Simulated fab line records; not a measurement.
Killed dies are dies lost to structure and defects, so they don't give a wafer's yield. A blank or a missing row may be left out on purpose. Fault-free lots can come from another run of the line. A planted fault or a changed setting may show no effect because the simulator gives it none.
Which tool was responsible? / flow sfq-line / 14 lots, 40 wafers sampled, at 2 steps of a route of 325

== WHAT THE GAUGES READ, wafer by wafer ==
SFQ_M6_RS_MEAS_938: measurement is done with a four-point probe.
lot=L429; measured=day 61 01:20; on=film-metro-01; M6_NB_RS (ohm/sq)=0.892 0.895 0.891
lot=L430; measured=day 61 09:44; on=film-metro-01; M6_NB_RS (ohm/sq)=0.890 0.889 0.894
lot=L431; measured=day 61 14:34; on=film-metro-04; M6_NB_RS (ohm/sq)=0.896 0.895 0.893
lot=L432; measured=day 67 07:08; on=film-metro-01; M6_NB_RS (ohm/sq)=0.885 0.887 0.886
lot=L433; measured=day 67 13:58; on=film-metro-02; M6_NB_RS (ohm/sq)=0.892 0.890 0.890
lot=L435; measured=day 67 17:35; on=film-metro-02; M6_NB_RS (ohm/sq)=0.886 0.886 0.887
lot=L443; measured=day 70 21:17; on=film-metro-04; M6_NB_RS (ohm/sq)=0.524 0.892
lot=L445; measured=day 71 00:50; on=film-metro-01; M6_NB_RS (ohm/sq)=0.532 0.535
lot=L446; measured=day 71 03:16; on=film-metro-02; M6_NB_RS (ohm/sq)=0.885 0.894 0.884
lot=L447; measured=day 71 04:25; on=film-metro-04; M6_NB_RS (ohm/sq)=0.874 0.877 0.862
lot=L448; measured=day 71 05:37; on=film-metro-02; M6_NB_RS (ohm/sq)=0.871 0.868 0.881
lot=L449; measured=day 72 17:25; on=film-metro-04; M6_NB_RS (ohm/sq)=0.887 0.902 0.895
lot=L451; measured=day 73 03:02; on=film-metro-04; M6_NB_RS (ohm/sq)=0.887 0.883 0.882
lot=L452; measured=day 73 05:26; on=film-metro-04; M6_NB_RS (ohm/sq)=0.886 0.893 0.883

== TOOL THAT RAN EACH LOT (tool first, then ch and the chambers of the sampled wafers, then the start) ==
lot=L429; SFQ_TRILAYER_M6_DEP_SPUTTER_157=pvd-sputter-06, day 61 01:15
lot=L430; SFQ_TRILAYER_M6_DEP_SPUTTER_157=pvd-sputter-04, day 61 09:39
lot=L431; SFQ_TRILAYER_M6_DEP_SPUTTER_157=pvd-sputter-04, day 61 14:27
lot=L432; SFQ_TRILAYER_M6_DEP_SPUTTER_157=pvd-sputter-06, day 67 07:01
lot=L433; SFQ_TRILAYER_M6_DEP_SPUTTER_157=pvd-sputter-05, day 67 13:53
lot=L435; SFQ_TRILAYER_M6_DEP_SPUTTER_157=pvd-sputter-06, day 67 17:28
lot=L443; SFQ_TRILAYER_M6_DEP_SPUTTER_157=pvd-sputter-06, day 70 21:10
lot=L445; SFQ_TRILAYER_M6_DEP_SPUTTER_157=pvd-sputter-06, day 71 00:44
lot=L446; SFQ_TRILAYER_M6_DEP_SPUTTER_157=pvd-sputter-05, day 71 03:08
lot=L447; SFQ_TRILAYER_M6_DEP_SPUTTER_157=pvd-sputter-04, day 71 04:20
lot=L448; SFQ_TRILAYER_M6_DEP_SPUTTER_157=pvd-sputter-05, day 71 05:32
lot=L449; SFQ_TRILAYER_M6_DEP_SPUTTER_157=pvd-sputter-04, day 72 17:20
lot=L451; SFQ_TRILAYER_M6_DEP_SPUTTER_157=pvd-sputter-06, day 73 02:56
lot=L452; SFQ_TRILAYER_M6_DEP_SPUTTER_157=pvd-sputter-04, day 73 05:20
- SFQ_TRILAYER_M6_DEP_SPUTTER_157: material Nb, target thk 200 nm, time 133.3 s.

== AS READ BY THE TOOLS THEMSELVES (means over the sampled wafers that have a number; for cases with no such wafer, the mark the record gives instead) ==
SFQ_TRILAYER_M6_DEP_SPUTTER_157.
lot=L429; tool=pvd-sputter-06; substrate-temp-c (C)=20.15; throttle-valve-pct (%)=29.7
lot=L430; tool=pvd-sputter-04; substrate-temp-c (C)=20.01; throttle-valve-pct (%)=30.2
lot=L431; tool=pvd-sputter-04; substrate-temp-c (C)=20.06; throttle-valve-pct (%)=30.8
lot=L432; tool=pvd-sputter-06; substrate-temp-c (C)=19.85; throttle-valve-pct (%)=30.0
lot=L433; tool=pvd-sputter-05; substrate-temp-c (C)=20.06; throttle-valve-pct (%)=30.4
lot=L435; tool=pvd-sputter-06; substrate-temp-c (C)=20.04; throttle-valve-pct (%)=30.0
lot=L443; tool=pvd-sputter-06; substrate-temp-c (C)=20.05; throttle-valve-pct (%)=30.6
lot=L445; tool=pvd-sputter-06; substrate-temp-c (C)=19.94; throttle-valve-pct (%)=30.1
lot=L446; tool=pvd-sputter-05; substrate-temp-c (C)=20.00; throttle-valve-pct (%)=31.0
lot=L447; tool=pvd-sputter-04; substrate-temp-c (C)=20.03; throttle-valve-pct (%)=30.5
lot=L448; tool=pvd-sputter-05; substrate-temp-c (C)=20.04; throttle-valve-pct (%)=30.8
lot=L449; tool=pvd-sputter-04; substrate-temp-c (C)=19.95; throttle-valve-pct (%)=30.8
lot=L451; tool=pvd-sputter-06; substrate-temp-c (C)=19.97; throttle-valve-pct (%)=28.9
lot=L452; tool=pvd-sputter-04; substrate-temp-c (C)=19.94; throttle-valve-pct (%)=30.3

== THE ANSWER, worked out from the rows above alone ==
Rule: what is usual is taken from the lots themselves. Put in order of their means at a reading, lots are off if they are a third of the lots or fewer, leave a main group of 4 or more, and stand apart from it by a gap of 3 or more times the standard deviation of the main group's means; of several such gaps the widest counts. The tables above print the reading to a certain number of digits; a main group whose means all agree to those digits is not used. Also off: a lot with no number at a reading for which 4 or more lots have one. The other lots that the step has rows for count as sound. Order of review: gauges by route order, followed by the tools' own readings, for which a lot's mean as printed above is used. The first step at which some lot is off is used, and at that step the reading that is off furthest; a lot without a number counts as furthest.
Off: L443, L445, at SFQ_M6_RS_MEAS_938 (M6_NB_RS). Main group: mean 0.887 ohm/sq, sd 0.0073.
If a tool, at a process step before that reading, ran all the lots that are off and no sound lot after the first of them, it fits. The gauges at SFQ_M6_RS_MEAS_938 are tried like those tools. No candidate that was tried fits.

== WHAT WAS PUT IN BY THE SIMULATOR ==
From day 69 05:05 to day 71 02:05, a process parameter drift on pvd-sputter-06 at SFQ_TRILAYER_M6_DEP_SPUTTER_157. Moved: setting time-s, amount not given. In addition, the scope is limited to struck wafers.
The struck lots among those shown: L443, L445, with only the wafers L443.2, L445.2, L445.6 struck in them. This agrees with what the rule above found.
